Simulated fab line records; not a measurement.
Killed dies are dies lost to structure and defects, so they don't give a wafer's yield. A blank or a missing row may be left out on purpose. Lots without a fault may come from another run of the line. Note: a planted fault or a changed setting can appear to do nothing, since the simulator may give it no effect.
What tool caused it? ; flow gf180mcu ; 6 lots with 18 wafers sampled at 2 steps, on a route of 602 steps

== WHAT EACH GAUGE READ, for each wafer ==
GF_SAB_THK_MEAS_01.
lot;measured;on;SAB_CVD_00_THK (nm)
L336;day 14 23:26;film metro-04;49.5 50.8 50.6
L338;day 15 16:47;film metro-01;49.6 50.3 50.8
L340;day 16 10:53;film metro-03;49.6 50.5 51.3
L344;day 18 00:15;film metro-01;50.0 50.9 50.9
L347;day 18 19:36;film metro-04;49.2 50.0 49.7
L354;day 21 12:12;film metro-03;52.9 52.6 51.1

== EACH LOT AND THE TOOL THAT RAN IT (in order: tool; ch and the chambers of the sampled wafers; start) ==
lot;GF_SAB_CVD_00
L336;pecvd-01 ch 1,2, day 14 23:25
L338;pecvd-01 ch 0,2, day 15 16:46
L340;pecvd-01 ch 0,1,2, day 16 10:52
L344;pecvd-01 ch 0,2, day 18 00:13
L347;pecvd-04 ch 1,2, day 18 19:34
L354;pecvd-03 ch 0,1, day 21 12:10
- GF_SAB_CVD_00: deposits SiO2 from TEOS, target thk 50 nm, time 4.9302 s.

== THE ANSWER, worked out from the rows above alone ==
Rule: the lots themselves supply what counts as usual. The widest of any qualifying gaps counts: lots, ordered by their means at a reading, are off when they make up no more than a third of the lots, leave a main group of 4 or more, and stand apart from it by 3 or more times the standard deviation of that group's means. A main group is skipped when, at the precision printed for the reading in the tables above, its means are all equal. Also off: a lot with no number at a reading for which 4 or more lots have one. Any other lot the step has rows for is counted as sound.
Off: at GF_SAB_THK_MEAS_01 (SAB_CVD_00_THK), L354. For the main group the mean is 50.2 nm and the standard deviation 0.33.
A tool fits if, at a process step before that reading, it ran every lot that is off, and no sound lot after the first of them. Gauges at GF_SAB_THK_MEAS_01: tried the same way as those tools. This does not decide it: 2 tools fit, namely pecvd-03 at GF_SAB_CVD_00 and film metro-03 at GF_SAB_THK_MEAS_01.

== WHAT WAS PUT IN BY THE SIMULATOR ==
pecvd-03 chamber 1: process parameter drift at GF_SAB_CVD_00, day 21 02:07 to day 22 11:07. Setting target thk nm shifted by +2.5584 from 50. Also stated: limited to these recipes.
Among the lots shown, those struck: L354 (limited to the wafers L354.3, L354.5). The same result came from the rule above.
